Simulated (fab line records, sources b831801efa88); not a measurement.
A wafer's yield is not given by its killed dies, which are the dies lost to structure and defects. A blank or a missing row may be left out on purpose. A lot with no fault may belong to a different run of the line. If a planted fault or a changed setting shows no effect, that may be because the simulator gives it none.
A struck lot beside a sound one + flow sky130 + 17 steps out of a route of 708
Sound: wafers L502.2, L502.3, L502.6. Wafers L513.2, L513.3, L513.6 were the ones struck. Last of all comes the cause.
At each step with rows: each side's tool, then ch and its chambers, then its first start. Under that, the readings that differ: sound wafers + struck wafers + difference of the means + sigmas: that difference in standard deviations of wafers without a fault.
alike: words and numbers the same on both sides, and readings whose means are apart by under 2 such deviations; not compared: readings that were withheld, readings missing a value for some wafer, numbers with overlapping values and no deviation given by the record, and bounds like >300 which may hide the same value.
A row with sigmas, a row that says differs or no value, or rows on one side alone: a step with any of these is where the two part. Numbers that have no deviation but don't overlap get no sigmas and don't part them. A reading missing from all wafers of one side parts the sides only when that side holds two or more wafers.

first, 1 step without rows for these wafers: SKY_VT_ADJUST_LVTN_IMPLANT_19.
SKY_VT_ADJUST_LVTN_STRIP_20: strips in O2/N2.
  sound on plasmaAsher-01 ch 1, day 9 23:32; struck on plasmaAsher-04 ch 1, day 13 08:11
  alike: drypumpMotorCurrentA, oesProductAu, stripTimeToEndpointS
  not compared: rfHoursCounterH
SKY_VT_ADJUST_LVTN_TW_MEAS_21:
  sound: filmMetro-04 at day 9 23:38; struck: filmMetro-01 at day 13 08:17
| reading             | sound             | struck            | difference | sigmas |
|---------------------|-------------------|-------------------|------------|--------|
| VT_ADJUST_LVTN_2_TW | 186.7 186.9 187.2 | 189.4 189.0 189.9 | +2.5       | +2     |
then, 7 steps without rows for these wafers: SKY_VT_ADJUST_NCORE_DEHYDRATE_00 (time 60 s); SKY_VT_ADJUST_NCORE_HMDS_01 (prime time 60 s); SKY_VT_ADJUST_NCORE_COAT_02 (resist thk 1130 nm); SKY_VT_ADJUST_NCORE_SOFTBAKE_03 (time 60 s); SKY_VT_ADJUST_NCORE_EXPOSE_04 (exposes mask LVTN COMPLEMENT THIN, target cd 380 nm); SKY_VT_ADJUST_NCORE_PEB_05; SKY_VT_ADJUST_NCORE_DEVELOP_06 (develop time 60 s).
SKY_VT_ADJUST_NCORE_CD_MEAS_07 targets a cd of 380 nm.
  sound: cdSem-02 at day 10 21:52; struck: cdSem-02 at day 14 10:31
  alike: cdNm
SKY_VT_ADJUST_NCORE_OVL_MEAS_08:
  sound: overlay-02 at day 10 21:58; struck: overlay-02 at day 14 10:37
  alike: VT_ADJUST_NCORE_OVL
SKY_VT_ADJUST_NCORE_IMPLANT_09:
  sound on implanter-03 ch 0, day 10 22:02; struck on implanter-04 ch 0, day 14 10:41
| reading                       | sound                      | struck                        | difference | sigmas      |
|-------------------------------|----------------------------|-------------------------------|------------|-------------|
| beamOnS (s)                   | 10.08 10.33 9.71           | 10.89 11.75 11.19             | +1.24      | +7          |
| endStationPressureTorr (Torr) | 5.27e-06 5.23e-06 5.26e-06 | 8.033e-05 7.392e-05 7.887e-05 | +7.245e-05 | +99 or more |
| faradayCurrentUA              | 13.42 13.03 13.86          | 12.11 11.24 11.80             | -1.72      | -7          |
  alike: doseIonsCm2
SKY_VT_ADJUST_NCORE_STRIP_10: strips in O2/N2.
  sound on plasmaAsher-04 ch 0,1, day 10 22:09; struck on plasmaAsher-02 ch 0,1, day 14 10:48
  alike: drypumpMotorCurrentA, oesProductAu, stripTimeToEndpointS
  not compared: rfHoursCounterH
SKY_VT_ADJUST_NCORE_TW_MEAS_11:
  sound: filmMetro-02 at day 10 22:16; struck: filmMetro-03 at day 14 10:55
| reading            | sound             | struck            | difference | sigmas |
|--------------------|-------------------|-------------------|------------|--------|
| VT_ADJUST_NCORE_TW | 220.6 220.0 219.7 | 228.9 228.0 228.5 | +8.4       | +8     |
then, 1 step without rows for these wafers: SKY_VT_ADJUST_HVTR_DEHYDRATE_00 (time 60 s).
-- here the record skips 36 days between the struck wafers' starts before and after, leaving off in module VT_ADJUST_HVTR and picking up in module PAD_OPEN (first step shown: number 708 of the route) --
SKY_PAD_OPEN_PROBE_99:
  sound: prober-01 at day 47 22:02; struck: prober-02 at day 50 06:28
| reading                               | sound                         | struck                        | difference | sigmas |
|---------------------------------------|-------------------------------|-------------------------------|------------|--------|
| model.etest.nfet_16v.rOnOhmUm         | 1.414e+04 1.417e+04 1.402e+04 | 1.453e+04 1.467e+04 1.465e+04 | +5.067e+02 |        |
| model.etest.pfetG5v0d10v5.rOnOhmUm    | 4876 4733 4822                | 4574 4608 4632                | -206       |        |
| model.etest.resPwellUnderGate.rsOhmSq | 2303 2308 2310                | 2251 2238 2270                | -54        |        |
| model.etest.pfetG5v0d10v5.driveUaUm   | 333.4 334.9 331.3             | 355.3 356.4 351.2             | +21.1      |        |
| model.etest.pfet_16v.driveUaUm        | 236.9 237.6 239.3             | 258.7 256.5 257.4             | +19.6      |        |
| model.etest.nfet_16v.driveUaUm        | 218.6 216.7 217.4             | 210 207.1 208.4               | -9         |        |
| model.etest.pfet_01v8_mvt.driveUaUm   | 147.1 151.1 148.2             | 159.9 158.4 158.4             | +10.1      |        |
| model.etest.pfetG5v0d10v5.offLog10AUm | -13.07 -12.66 -12.74          | -10.5 -10.37 -10.52           | +2.4       |        |
  alike: killed_at_M0_to_M3, killed_at_M4_up, killedAtContacts, killedAtFrontEnd, killedAtOther, killedDies, killedOpen, killedShort

== WHERE THEY PART ==
Last at SKY_VT_ADJUST_NCORE_TW_MEAS_11 as far as this record goes, first at SKY_VT_ADJUST_LVTN_TW_MEAS_21. Later steps at which nothing parts them and some readings are alike: SKY_PAD_OPEN_PROBE_99.

WHY: what the simulator had put in
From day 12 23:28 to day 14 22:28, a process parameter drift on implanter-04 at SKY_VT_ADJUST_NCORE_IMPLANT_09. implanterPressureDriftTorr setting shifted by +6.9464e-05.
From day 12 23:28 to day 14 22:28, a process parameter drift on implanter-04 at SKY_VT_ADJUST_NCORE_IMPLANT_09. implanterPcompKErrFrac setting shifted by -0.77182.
